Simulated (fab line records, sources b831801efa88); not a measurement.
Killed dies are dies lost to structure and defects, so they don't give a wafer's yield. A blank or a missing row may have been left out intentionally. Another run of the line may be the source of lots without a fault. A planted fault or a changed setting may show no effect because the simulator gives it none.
A lot that was struck, set against a sound lot || flow sky130 || 17 out of 708 route steps
Sound: the wafers L880.2, L880.3, L880.6. Struck: wafer L884.5. (L884.4 of the same lot was not struck and is left out.) The cause comes at the end.
At each step with rows: each side's tool, then ch and its chambers, then its first start. Under that, the readings that differ: sound wafers || struck wafers || difference of the means || sigmas: that difference in standard deviations of wafers without a fault.
alike: readings whose means differ by less than 2 such deviations, and words and numbers that are the same on both sides. not compared: withheld readings, readings that some wafer has no value for, bounds like >300 that may hide the same value, and numbers for which the record gives no deviation and whose values overlap.
Wherever a step has rows on one side only, a row that says differs or no value, or a row with sigmas, the two part there. Numbers that have no deviation but don't overlap get no sigmas and don't part them. A reading that every wafer of one side lacks parts them only if that side has two wafers or more.

SKY_VT_ADJUST_HVTP_OVL_MEAS_08:
  sound on overlay-02 at day 8 07:47; struck on overlay-02 at day 9 12:14
  alike: VT_ADJUST_HVTP_OVL
next, for these wafers, 1 step has no rows: SKY_VT_ADJUST_HVTP_IMPLANT_09.
SKY_VT_ADJUST_HVTP_STRIP_10: strips in O2/N2.
  sound on plasmaAsher-02 ch 0,1, day 8 07:58; struck on plasmaAsher-03 ch 0, day 9 12:27
  alike: drypumpMotorCurrentA, oesProductAu, stripTimeToEndpointS
  not compared: rfHoursCounterH
SKY_VT_ADJUST_HVTP_TW_MEAS_11:
  sound on filmMetro-04 at day 8 08:04; struck on filmMetro-04 at day 9 12:32
  alike: VT_ADJUST_HVTP_TW
then, 7 steps without rows for these wafers: SKY_VT_ADJUST_LVTN_DEHYDRATE_00 (time 60 s); SKY_VT_ADJUST_LVTN_HMDS_01 (prime time 60 s); SKY_VT_ADJUST_LVTN_COAT_02 (resist thk 3000 nm); SKY_VT_ADJUST_LVTN_SOFTBAKE_03; SKY_VT_ADJUST_LVTN_EXPOSE_04 (exposes mask NWM COMPLEMENT LESS NATIVE, target cd 840 nm); SKY_VT_ADJUST_LVTN_PEB_05; SKY_VT_ADJUST_LVTN_DEVELOP_06 (develop time 60 s).
SKY_VT_ADJUST_LVTN_OVL_MEAS_07:
  sound on overlay-01 at day 9 04:35; struck on overlay-01 at day 10 10:42
  alike: VT_ADJUST_LVTN_OVL
SKY_VT_ADJUST_LVTN_IMPLANT_08:
  sound on implanter-03 ch 0, day 9 04:38; struck on implanter-03 ch 0, day 10 10:47
SKY_VT_ADJUST_LVTN_STRIP_09: strips in O2/N2.
  sound on plasmaAsher-03 ch 0, day 9 04:46; struck on plasmaAsher-03 ch 0, day 10 10:54
  alike: drypumpMotorCurrentA, oesProductAu, stripTimeToEndpointS
  not compared: rfHoursCounterH
SKY_VT_ADJUST_LVTN_TW_MEAS_10:
  sound on filmMetro-04 at day 9 04:53; struck on filmMetro-04 at day 10 11:00
{"reading": "VT_ADJUST_LVTN_TW", "sound": "236.4 237.3 236.6", "struck": 231.4, "difference": -5.4, "sigmas": -2}
then, 1 step without rows for these wafers: SKY_VT_ADJUST_LVTN_DEHYDRATE_11 (time 60 s).
-- the record jumps here: 39 days lie between the struck wafers' starts before and after (it left off in module VT_ADJUST_LVTN and takes up again in module PAD_OPEN, whose first step shown is number 708 of the route) --
SKY_PAD_OPEN_PROBE_99:
  sound on prober-02 at day 47 19:02; struck on prober-02 at day 49 01:56
{"reading": "killedAtOther", "sound": "0 1 0", "struck": 2, "difference": "+2", "sigmas": "+3"}
{"reading": "model.etest.nfet_01v8_lvt.vtSatV (V)", "sound": "0.5306 0.5333 0.5278", "struck": 0.5059, "difference": -0.0247, "sigmas": ""}
{"reading": "model.etest.nfet_01v8.vtVRange", "sound": "0.01647 0.01094 0.009804", "struck": 0.01804, "difference": "+0.00564", "sigmas": ""}
{"reading": "model.etest.nfet_01v8_lvt.bodyRiseV (V)", "sound": "0.1458 0.1472 0.145", "struck": 0.1413, "difference": -0.0047, "sigmas": ""}
  alike: killed_at_M0_to_M3, killed_at_M4_up, killedAtContacts, killedAtFrontEnd, killedDies, killedOpen, killedShort

## WHERE THEY PART
First at SKY_VT_ADJUST_LVTN_TW_MEAS_10; last, within this record, at SKY_PAD_OPEN_PROBE_99.

WHY: what the simulator had put in
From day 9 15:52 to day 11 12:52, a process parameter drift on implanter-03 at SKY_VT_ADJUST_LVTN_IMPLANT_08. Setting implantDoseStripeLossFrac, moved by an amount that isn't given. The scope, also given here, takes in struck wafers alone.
